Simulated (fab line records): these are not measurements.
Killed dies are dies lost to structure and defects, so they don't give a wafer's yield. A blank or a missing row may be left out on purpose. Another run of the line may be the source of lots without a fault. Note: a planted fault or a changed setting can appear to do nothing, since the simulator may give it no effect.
Matching of chambers :: flow gf180mcu :: cmp-02 running GF_V1_CMP_26: 4 sister chambers
The step polishes, stops on SiO2, t overpolish 15 s, target thk 0 nm. 16 wafers are shown with their chamber, then 8 later ones without.

## EACH WAFER AND ITS CHAMBER
wafer: L217.1
chamber: 1
motor current A (A): 11.2
time to endpoint s (s): 84
overpolish run s (s): 14.997

wafer: L217.3
chamber: 0
motor current A (A): 11.2
time to endpoint s (s): 85
overpolish run s (s): 14.996

wafer: L217.5
chamber: 1
motor current A (A): 11.1
time to endpoint s (s): 82
overpolish run s (s): 14.986

wafer: L218.1
chamber: 3
motor current A (A): 10.9
time to endpoint s (s): 80
overpolish run s (s): 15.004

wafer: L218.2
chamber: 2
motor current A (A): 12.8
time to endpoint s (s): 84
overpolish run s (s): 14.996

wafer: L218.4
chamber: 1
motor current A (A): 10.8
time to endpoint s (s): 84
overpolish run s (s): 15.001

wafer: L220.2
chamber: 0
motor current A (A): 10.5
time to endpoint s (s): 83
overpolish run s (s): 14.982

wafer: L220.4
chamber: 2
motor current A (A): 13.0
time to endpoint s (s): 80
overpolish run s (s): 15.011

wafer: L220.6
chamber: 1
motor current A (A): 11.1
time to endpoint s (s): 82
overpolish run s (s): 15.011

wafer: L222.2
chamber: 1
motor current A (A): 11.1
time to endpoint s (s): 84
overpolish run s (s): 15.003

wafer: L222.3
chamber: 2
motor current A (A): 12.8
time to endpoint s (s): 85
overpolish run s (s): 14.993

wafer: L222.6
chamber: 0
motor current A (A): 10.4
time to endpoint s (s): 84
overpolish run s (s): 15.001

wafer: L224.4
chamber: 0
motor current A (A): 11.4
time to endpoint s (s): 81
overpolish run s (s): 15.010

wafer: L224.5
chamber: 3
motor current A (A): 11.5
time to endpoint s (s): 83
overpolish run s (s): 14.997

wafer: L224.6
chamber: 2
motor current A (A): 13.2
time to endpoint s (s): 83
overpolish run s (s): 15.008

wafer: L232.3
chamber: 3
motor current A (A): 10.7
time to endpoint s (s): 84
overpolish run s (s): 14.995

SIGNATURES (means of the wafers above)
reading: motor current A
chamber 0: 10.875
chamber 1: 11.060
chamber 2: 12.950
chamber 3: 11.033
scatter within a chamber: 0.329

reading: time to endpoint s
chamber 0: 83.25
chamber 1: 83.20
chamber 2: 83.00
chamber 3: 82.33
scatter within a chamber: 1.74

reading: overpolish run s
chamber 0: 14.99725
chamber 1: 14.99960
chamber 2: 15.00200
chamber 3: 14.99867
scatter within a chamber: 0.00924
Rule: for a wafer and a chamber, the distance is found by dividing, reading by reading, the gap between the wafer's reading and the chamber's mean by the reading's scatter, squaring, summing and taking the root. The wafer belongs to the nearest chamber; if the next one is less than 2 further off, it can't be placed. The scatter is the square root of a quotient: the sum, over the shown wafers, of each reading's squared deviation from its chamber's mean, divided by wafers minus chambers.

## WAFERS WITH NO CHAMBER GIVEN
wafer: L232.5
motor current A (A): 13.6
time to endpoint s (s): 86
overpolish run s (s): 15.008

wafer: L232.6
motor current A (A): 11.7
time to endpoint s (s): 88
overpolish run s (s): 15.004

wafer: L233.1
motor current A (A): 11.1
time to endpoint s (s): 85
overpolish run s (s): 15.002

wafer: L233.3
motor current A (A): 10.2
time to endpoint s (s): 87
overpolish run s (s): 15.000

wafer: L233.4
motor current A (A): 12.6
time to endpoint s (s): 88
overpolish run s (s): 14.999

wafer: L237.1
motor current A (A): 11.0
time to endpoint s (s): 86
overpolish run s (s): 15.023

wafer: L237.4
motor current A (A): 10.5
time to endpoint s (s): 85
overpolish run s (s): 15.007

wafer: L237.6
motor current A (A): 11.4
time to endpoint s (s): 85
overpolish run s (s): 14.997

## THE CHAMBER EACH PASSED THROUGH
wafer: L232.5
from the rows above: 2
in truth: 2

wafer: L232.6
from the rows above: can't be placed: 1 or 0 or 3 or 2
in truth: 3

wafer: L233.1
from the rows above: can't be placed: 1 or 0 or 3
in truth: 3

wafer: L233.3
from the rows above: can't be placed: 0 or 1 or 3
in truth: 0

wafer: L233.4
from the rows above: 2
in truth: 2

wafer: L237.1
from the rows above: can't be placed: 1 or 0 or 3
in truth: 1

wafer: L237.4
from the rows above: can't be placed: 0 or 1 or 3
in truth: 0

wafer: L237.6
from the rows above: can't be placed: 1 or 0 or 3
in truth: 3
2 of 8 placed correctly. Not placeable from these rows: 6 (in 6, the candidates include the true chamber). Placed wrongly: 0.
